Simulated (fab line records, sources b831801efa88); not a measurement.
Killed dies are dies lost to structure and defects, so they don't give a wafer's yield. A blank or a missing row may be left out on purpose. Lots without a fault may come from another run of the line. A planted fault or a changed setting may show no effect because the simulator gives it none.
Which tool did it? | flow sky130 | 7 lots, 21 wafers sampled, at 2 steps of a route of 708

WHAT THE GAUGES READ, wafer by wafer
SKY_METAL4_OVL_MEAS_14.
lot  | measured     | on         | METAL4_OVL (nm)
L500 | day 41 20:28 | overlay-02 | -4 1 -2
L504 | day 43 11:56 | overlay-01 | -9 -3 -1
L506 | day 44 04:53 | overlay-01 | 7 2 2
L509 | day 44 14:55 | overlay-01 | -6 -2 -2
L511 | day 45 05:22 | overlay-01 | -13 -7 -1
L513 | day 45 17:58 | overlay-01 | 4 -8 2
L515 | day 46 08:23 | overlay-02 | 0 4 -5

WHICH TOOL RAN EACH LOT (tool, then ch and the chambers of the sampled wafers, then the start)
lot  | SKY_CAP2M_SPUTTER_02
L500 | pvd_sputter-04, day 39 18:52
L504 | pvd_sputter-02, day 41 12:35
L506 | pvd_sputter-01, day 42 07:58
L509 | pvd_sputter-01, day 42 17:56
L511 | pvd_sputter-01, day 43 08:21
L513 | pvd_sputter-01, day 43 21:16
L515 | pvd_sputter-04, day 44 12:43
- SKY_CAP2M_SPUTTER_02: material TiN, target thk 200 nm, time 166.7 s.

THE ANSWER, worked out from the rows above alone
Rule: what is usual is taken from the lots themselves. Put in order of their means at a reading, lots are off if they are a third of the lots or fewer, leave a main group of 4 or more, and stand apart from it by a gap of 3 or more times the standard deviation of the main group's means; of several such gaps the widest counts. A main group whose means are all the same, to the digits that the tables above print for the reading, isn't used. A lot without any number at a reading at which 4 lots or more have one is off too. The other lots that the step has rows for count as sound.
No lot is off at any reading shown: from this, nothing can be told.

WHAT THE SIMULATOR HAD PUT IN
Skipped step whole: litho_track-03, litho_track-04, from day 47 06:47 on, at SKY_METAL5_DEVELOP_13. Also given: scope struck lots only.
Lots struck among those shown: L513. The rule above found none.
